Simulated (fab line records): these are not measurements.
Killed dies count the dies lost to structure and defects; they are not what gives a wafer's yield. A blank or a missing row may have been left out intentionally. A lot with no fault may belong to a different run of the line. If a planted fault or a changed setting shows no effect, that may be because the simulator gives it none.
Check of tool commonality / flow sky130 / Sample size 11 lots and 33 wafers

## WHY IT WAS OPENED
SKY_SD_N_RS_MEAS_16, reading SD_N_RS: flagged on 2 of 11 lots. Wafers without a fault read 68.51 ohm/sq, standard deviation 0.1.
Rule: a lot is flagged in two cases, either no wafer of it has a number, or all its wafers with numbers fall more than 4 standard deviations from that mean. All remaining lots are regarded as sound.

lot=L206; measured=day 28 05:46; on=film-metro-04; SD_N_RS (ohm/sq), wafer by wafer=68.51 68.53 68.35; flag=
lot=L207; measured=day 28 18:29; on=film-metro-03; SD_N_RS (ohm/sq), wafer by wafer=68.56 68.59 68.52; flag=
lot=L212; measured=day 30 23:07; on=film-metro-02; SD_N_RS (ohm/sq), wafer by wafer=68.63 68.57 68.54; flag=
lot=L211; measured=day 30 23:44; on=film-metro-03; SD_N_RS (ohm/sq), wafer by wafer=68.40 68.54 68.58; flag=
lot=L215; measured=day 31 20:33; on=film-metro-03; SD_N_RS (ohm/sq), wafer by wafer=68.54 68.60 68.50; flag=
lot=L216; measured=day 32 03:14; on=film-metro-02; SD_N_RS (ohm/sq), wafer by wafer=68.30 68.49 68.52; flag=
lot=L222; measured=day 33 20:11; on=film-metro-04; SD_N_RS (ohm/sq), wafer by wafer=65.42 65.36 65.33; flag=FLAGGED
lot=L223; measured=day 33 23:27; on=film-metro-02; SD_N_RS (ohm/sq), wafer by wafer=65.33 65.34 65.47; flag=FLAGGED
lot=L226; measured=day 35 08:29; on=film-metro-02; SD_N_RS (ohm/sq), wafer by wafer=68.60 68.58 68.54; flag=
lot=L227; measured=day 35 08:47; on=film-metro-03; SD_N_RS (ohm/sq), wafer by wafer=68.52 68.49 68.43; flag=
lot=L228; measured=day 35 09:12; on=film-metro-02; SD_N_RS (ohm/sq), wafer by wafer=68.58 68.50 68.31; flag=
On average the flagged lots' numbers are 65.38 ohm/sq, which is -3.14 ohm/sq against the usual, or -31 standard deviations.

## WHICH TOOL EACH LOT WENT THROUGH
Before the reading, the record contains 2 process steps out of a 708-step route. Every cell lists first the tool, next ch and the chambers used by the sampled wafers, and last the start.
lot=L206; flag=; SKY_SD_N_IMPLANT_09=implanter-01 ch 0, day 28 05:05; SKY_SD_N_STRIP_11=plasma-asher-01 ch 0,1, day 28 05:22
lot=L207; flag=; SKY_SD_N_IMPLANT_09=implanter-02 ch 0, day 28 17:47; SKY_SD_N_STRIP_11=plasma-asher-02 ch 0,1, day 28 18:05
lot=L212; flag=; SKY_SD_N_IMPLANT_09=implanter-04 ch 0, day 30 22:26; SKY_SD_N_STRIP_11=plasma-asher-02 ch 0,1, day 30 22:42
lot=L211; flag=; SKY_SD_N_IMPLANT_09=implanter-02 ch 0, day 30 23:04; SKY_SD_N_STRIP_11=plasma-asher-04 ch 0,1, day 30 23:20
lot=L215; flag=; SKY_SD_N_IMPLANT_09=implanter-02 ch 0, day 31 19:52; SKY_SD_N_STRIP_11=plasma-asher-04 ch 0,1, day 31 20:10
lot=L216; flag=; SKY_SD_N_IMPLANT_09=implanter-01 ch 0, day 32 02:31; SKY_SD_N_STRIP_11=plasma-asher-02 ch 0,1, day 32 02:48
lot=L222; flag=FLAGGED; SKY_SD_N_IMPLANT_09=implanter-01 ch 0, day 33 19:29; SKY_SD_N_STRIP_11=plasma-asher-02 ch 0,1, day 33 19:47
lot=L223; flag=FLAGGED; SKY_SD_N_IMPLANT_09=implanter-01 ch 0, day 33 22:46; SKY_SD_N_STRIP_11=plasma-asher-01 ch 0,1, day 33 23:04
lot=L226; flag=; SKY_SD_N_IMPLANT_09=implanter-02 ch 0, day 35 07:48; SKY_SD_N_STRIP_11=plasma-asher-04 ch 0,1, day 35 08:06
lot=L227; flag=; SKY_SD_N_IMPLANT_09=implanter-02 ch 0, day 35 08:06; SKY_SD_N_STRIP_11=plasma-asher-04 ch 0,1, day 35 08:24
lot=L228; flag=; SKY_SD_N_IMPLANT_09=implanter-02 ch 0, day 35 08:31; SKY_SD_N_STRIP_11=plasma-asher-02 ch 0,1, day 35 08:47
What is done by these steps:
- SKY_SD_N_IMPLANT_09
- SKY_SD_N_STRIP_11: strips in O2/N2.
- SKY_SD_N_RS_MEAS_16: measures by four-point-probe.

## FLAGGED AGAINST TOTAL, ONE TOOL AT A TIME (gauges that did the reading follow at the end)
step=SKY_SD_N_IMPLANT_09; tool=implanter-01; lots run=4; flagged=2; share of the flagged lots=all; sound lots run after its first flagged lot=0
step=SKY_SD_N_IMPLANT_09; tool=implanter-02; lots run=6; flagged=0; share of the flagged lots=none; sound lots run after its first flagged lot=-
step=SKY_SD_N_IMPLANT_09; tool=implanter-04; lots run=1; flagged=0; share of the flagged lots=none; sound lots run after its first flagged lot=-
step=SKY_SD_N_STRIP_11; tool=plasma-asher-01; lots run=2; flagged=1; share of the flagged lots=some; sound lots run after its first flagged lot=0
step=SKY_SD_N_STRIP_11; tool=plasma-asher-02; lots run=5; flagged=1; share of the flagged lots=some; sound lots run after its first flagged lot=1 (L228)
step=SKY_SD_N_STRIP_11; tool=plasma-asher-04; lots run=4; flagged=0; share of the flagged lots=none; sound lots run after its first flagged lot=-
step=SKY_SD_N_RS_MEAS_16; tool=film-metro-02; lots run=5; flagged=1; share of the flagged lots=some; sound lots run after its first flagged lot=2 (L226,L228)
step=SKY_SD_N_RS_MEAS_16; tool=film-metro-03; lots run=4; flagged=0; share of the flagged lots=none; sound lots run after its first flagged lot=-
step=SKY_SD_N_RS_MEAS_16; tool=film-metro-04; lots run=2; flagged=1; share of the flagged lots=some; sound lots run after its first flagged lot=0

## WHAT THE TABLE ALLOWS
Rows of the table that ran each flagged lot: 1, that is implanter-01 at SKY_SD_N_IMPLANT_09.
- implanter-01 at SKY_SD_N_IMPLANT_09: 2 of its 4 lots flagged. A fault beginning between L216 (day 32 02:31), its last sound lot, and L222 (day 33 19:29), its first flagged one, fits the data. Its own readings (beam-on-s, dose-ions-cm2) fall more than 4 standard deviations out on all wafers of the flagged lots.
One tool is left: implanter-01 at SKY_SD_N_IMPLANT_09.

## WHAT THE SIMULATOR HAD INSERTED
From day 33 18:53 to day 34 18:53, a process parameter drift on implanter-01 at SKY_SD_N_IMPLANT_09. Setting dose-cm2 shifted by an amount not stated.
Shown lots that were struck: L222, L223. The rule given above showed the same thing.
